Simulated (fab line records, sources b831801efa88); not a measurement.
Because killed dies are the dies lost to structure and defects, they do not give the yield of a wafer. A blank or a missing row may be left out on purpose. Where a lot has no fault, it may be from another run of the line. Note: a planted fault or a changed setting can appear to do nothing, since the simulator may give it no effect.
Matching of chambers | flow sky130 | 4 sister chambers for SKY_FIELD_ISO_ETCH_15 on rieDiel-02
The step etches the open film in CHF3/O2, stops on Si, target depth 180 nm, time 72 s. 22 wafers are shown with their chamber, then 11 later ones without.

== WAFERS PAIRED WITH THEIR CHAMBERS ==
wafer  | chamber | drypumpMotorCurrentA (A) | chamberPressureMTorr (mTorr) | throttleValvePct (%)
L074.2 | 1       | 6.01                     | 40.02                        | 8.820
L074.3 | 0       | 5.84                     | 39.93                        | 8.858
L074.5 | 3       | 6.20                     | 40.00                        | 8.830
L076.2 | 0       | 5.85                     | 40.04                        | 8.843
L076.3 | 1       | 5.99                     | 39.98                        | 8.835
L076.4 | 2       | 6.25                     | 39.97                        | 8.847
L081.3 | 3       | 6.19                     | 39.99                        | 8.838
L081.4 | 1       | 6.01                     | 40.03                        | 8.842
L081.5 | 2       | 6.26                     | 40.08                        | 8.837
L082.3 | 2       | 6.24                     | 40.07                        | 8.841
L082.5 | 0       | 5.87                     | 39.99                        | 8.839
L082.6 | 1       | 6.02                     | 40.03                        | 8.831
L083.1 | 2       | 6.28                     | 39.99                        | 8.826
L083.2 | 0       | 5.85                     | 39.98                        | 8.856
L083.6 | 2       | 6.26                     | 40.04                        | 8.843
L085.1 | 2       | 6.27                     | 40.05                        | 8.827
L085.2 | 0       | 5.87                     | 40.01                        | 8.838
L085.6 | 3       | 6.14                     | 39.99                        | 8.829
L088.1 | 2       | 6.30                     | 40.02                        | 8.835
L088.3 | 3       | 6.18                     | 39.99                        | 8.852
L088.6 | 2       | 6.28                     | 40.03                        | 8.829
L091.2 | 1       | 6.02                     | 40.06                        | 8.844

SIGNATURES, as means of the wafers listed above
reading              | chamber 0 | chamber 1 | chamber 2 | chamber 3 | scatter within a chamber
drypumpMotorCurrentA | 5.8560    | 6.0100    | 6.2675    | 6.1775    | 0.0182
chamberPressureMTorr | 39.9900   | 40.0240   | 40.0312   | 39.9925   | 0.0332
throttleValvePct     | 8.84680   | 8.83440   | 8.83563   | 8.83725   | 0.00912
Rule: for each reading, subtract the chamber's mean from the wafer's reading, divide by that reading's scatter and square the result; add these up over the readings and take the root, which gives the wafer's distance from the chamber. The wafer belongs to the nearest chamber; if the next one is less than 2 further off, it can't be placed. The scatter is the square root of a quotient: the sum, over the shown wafers, of each reading's squared deviation from its chamber's mean, divided by wafers minus chambers.

== WAFERS MISSING THEIR CHAMBER ==
wafer  | drypumpMotorCurrentA (A) | chamberPressureMTorr (mTorr) | throttleValvePct (%)
L091.4 | 6.27                     | 40.01                        | 8.838
L091.6 | 5.86                     | 40.04                        | 8.855
L093.4 | 5.86                     | 39.98                        | 8.829
L093.5 | 6.04                     | 39.91                        | 8.847
L093.6 | 5.85                     | 39.98                        | 8.843
L095.1 | 6.00                     | 40.03                        | 8.836
L095.3 | 5.87                     | 40.00                        | 8.833
L095.6 | 5.97                     | 40.02                        | 8.822
L096.1 | 6.02                     | 39.92                        | 8.836
L096.3 | 6.18                     | 40.01                        | 8.842
L096.5 | 6.28                     | 39.98                        | 8.828

== WHICH CHAMBER EACH WENT THROUGH ==
wafer  | from the rows above | in truth
L091.4 | 2                   | 2
L091.6 | 0                   | 0
L093.4 | 0                   | 0
L093.5 | 1                   | 1
L093.6 | 0                   | 0
L095.1 | 1                   | 1
L095.3 | 0                   | 0
L095.6 | 1                   | 1
L096.1 | 1                   | 1
L096.3 | 3                   | 3
L096.5 | 2                   | 2
11 of 11 placed correctly. From these rows, 0 cannot be placed. 0 placed wrongly.
